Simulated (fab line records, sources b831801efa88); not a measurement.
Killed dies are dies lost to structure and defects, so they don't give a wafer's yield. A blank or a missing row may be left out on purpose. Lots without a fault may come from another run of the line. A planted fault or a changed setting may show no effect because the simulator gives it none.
Which tool did it? | flow gf180mcu | 12 lots, 36 wafers sampled, at 1 step of a route of 602

WHAT THE GAUGES READ, wafer by wafer
GF_CONTACT_THK_MEAS_26: measures by xrf.
lot  | measured     | on            | CONTACT_W_THK (nm)
L075 | day 16 17:03 | film_metro-04 | 298 298 299
L077 | day 17 07:47 | film_metro-03 | 298 297 302
L079 | day 17 23:01 | film_metro-03 | 295 299 298
L081 | day 19 00:40 | film_metro-03 | 289 296 293
L083 | day 19 10:41 | film_metro-01 | 301 296 299
L085 | day 20 07:52 | film_metro-01 | 304 300 304
L087 | day 21 01:25 | film_metro-03 | 292 291 292
L089 | day 21 21:15 | film_metro-03 | 291 290 292
L091 | day 22 08:56 | film_metro-03 | 297 296 295
L093 | day 23 07:14 | film_metro-03 | 303 299 303
L095 | day 23 17:25 | film_metro-01 | 295 295 296
L097 | day 24 07:13 | film_metro-03 | 291 290 294

WHICH TOOL RAN EACH LOT (tool, then ch and the chambers of the sampled wafers, then the start)
The record holds no process step before these readings.

THE ANSWER, worked out from the rows above alone
Rule: what is usual is taken from the lots themselves. Put in order of their means at a reading, lots are off if they are a third of the lots or fewer, leave a main group of 4 or more, and stand apart from it by a gap of 3 or more times the standard deviation of the main group's means; of several such gaps the widest counts. A main group whose means are all the same, to the digits that the tables above print for the reading, isn't used. A lot without any number at a reading at which 4 lots or more have one is off too. The other lots that the step has rows for count as sound.
No lot is off at any reading shown: from this, nothing can be told.

WHAT THE SIMULATOR HAD PUT IN
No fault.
